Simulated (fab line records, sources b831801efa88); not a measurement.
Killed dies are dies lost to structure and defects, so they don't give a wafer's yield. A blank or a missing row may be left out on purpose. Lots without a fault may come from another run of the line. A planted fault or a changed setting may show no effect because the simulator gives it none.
A struck lot beside a sound one | flow gf180mcu | 16 steps out of a route of 602
Sound: wafers L565.2, L565.3, L565.5. Struck: wafers L577.4, L577.5. (L577.3 of the same lot was not struck and is left out.) The cause comes at the end.
At each step with rows: each side's tool, then ch and its chambers, then its first start. Under that, the readings that differ: sound wafers | struck wafers | difference of the means | sigmas: that difference in standard deviations of wafers without a fault.
alike: readings whose means differ by less than 2 such deviations, and words and numbers that are the same on both sides. not compared: withheld readings, readings that some wafer has no value for, bounds like >300 that may hide the same value, and numbers for which the record gives no deviation and whose values overlap.
The two part at a step that has a row with sigmas, a row that says differs or no value, or rows on one side only. Numbers that don't overlap but have no deviation are shown without sigmas and don't part them. A reading that every wafer of one side lacks parts them only if that side has two wafers or more.

GF_M1_SPUTTER_04: material TiN, target thk 50 nm, time 41.7 s.
  sound on pvd_sputter-01, day 17 02:08; struck on pvd_sputter-03, day 21 05:31
  alike: throttle_valve_pct
GF_M1_RS_MEAS_05: measures by four-point-probe.
  sound on film_metro-03, day 17 02:11; struck on film_metro-04, day 21 05:35
  reading             | sound                | struck        | difference | sigmas
  M1_ALCU_RS (ohm/sq) | 0.0711 0.0711 0.0706 | 0.0685 0.0685 | -0.0024    | -3
GF_M1_THK_MEAS_06: measures by xrf.
  sound on film_metro-03, day 17 02:18; struck on film_metro-04, day 21 05:41
  reading          | sound       | struck  | difference | sigmas
  M1_ALCU_THK (nm) | 435 435 438 | 449 448 | +12        | +2
then, 7 steps without rows for these wafers: GF_M1_DEHYDRATE_07 (time 60 s); GF_M1_HMDS_08 (prime time 60 s); GF_M1_COAT_09 (resist thk 1000 nm); GF_M1_SOFTBAKE_10 (time 60 s); GF_M1_EXPOSE_11 (exposes mask Metal1, target cd 230 nm); GF_M1_PEB_12 (peb time 90 s); GF_M1_DEVELOP_13 (develop time 60 s).
GF_M1_CD_MEAS_14: target cd 230 nm.
  sound on cd_sem-01, day 18 01:46; struck on cd_sem-01, day 22 05:08
  reading    | sound             | struck      | difference | sigmas
  cd_nm (nm) | 229.4 228.9 228.4 | 231.9 232.6 | +3.3       | +2
GF_M1_OVL_MEAS_15:
  sound on overlay-02, day 18 01:52; struck on overlay-01, day 22 05:13
  alike: M1_OVL
GF_M1_METAL_ETCH_16: etches the open film in Cl2/BCl3, stops on SiO2, target depth 627.5 nm, time 104.6 s.
  sound on rie_metal-04 ch 0,1, day 18 01:54; struck on rie_metal-04 ch 1, day 22 05:17
  reading                             | sound                | struck        | difference | sigmas
  oes_product_au (a.u.)               | 0.962 0.966 0.970    | 0.847 0.858   | -0.113     | -18
  throttle_valve_pct (%)              | 28.248 28.260 28.261 | 28.377 28.390 | +0.127     | +13
  model.etch.depth_nm (nm)            | 591.1 590.8 594.7    | 475.7 478.6   | -115.1     |
  model.M1.feature_depth_nm (nm)      | 591.1 590.8 594.7    | 475.7 478.6   | -115.1     |
  model.KrF_of_M1_COAT_09.thk_nm (nm) | 730.2 729.2 733.5    | 795.1 793.2   | +63.2      |
  alike: drypump_motor_current_A, rf_fwd_power_W
  not compared: rf_hours_counter_h
GF_M1_STRIP_17: strips in O2/N2.
  sound on plasma_asher-02 ch 0,1, day 18 02:01; struck on plasma_asher-03 ch 0, day 22 05:23
  reading                      | sound             | struck      | difference | sigmas
  oes_product_au (a.u.)        | 0.560 0.552 0.555 | 0.585 0.580 | +0.027     | +5
  strip_time_to_endpoint_s (s) | 7.83 7.82 7.86    | 8.46 8.45   | +0.62      | +16
  alike: drypump_motor_current_A, heater_power_w
  not compared: rf_hours_counter_h
then, 1 step without rows for these wafers: GF_M1_STRIP_18 (strips in post etch residue remover, time 1200 s).
-- the record jumps here: 11 days lie between the struck wafers' starts before and after (it left off in module M1 and takes up again in module PASSIVATION, whose first step shown is number 602 of the route) --
GF_PASSIVATION_PROBE_99:
  sound on prober-01, day 29 21:24; struck on prober-01, day 32 23:05
  reading                                | sound | struck | difference | sigmas
  model.etest.npoly_u.short              | 0 0 0 | 1 1    | +1         |
  model.etest.dnwell_pinched.short       | 0 0 0 | 1 1    | +1         |
  model.etest.iso_nwell_nwell.over_limit | 0 0 0 | 1 1    | +1         |
  model.etest.met4_comb.over_limit       | 0 0 0 | 1 1    | +1         |
  model.etest.via3_chain.short           | 0 0 0 | 1 1    | +1         |
  model.etest.p_drift.short              | 0 0 0 | 1 1    | +1         |
  model.etest.field_p.short              | 0 0 0 | 1 1    | +1         |
  model.etest.nmos_6p0_turned.short      | 0 0 0 | 1 1    | +1         |

WHERE THEY PART
First at GF_M1_RS_MEAS_05; last, within this record, at GF_M1_STRIP_17.

WHY: what the simulator had put in
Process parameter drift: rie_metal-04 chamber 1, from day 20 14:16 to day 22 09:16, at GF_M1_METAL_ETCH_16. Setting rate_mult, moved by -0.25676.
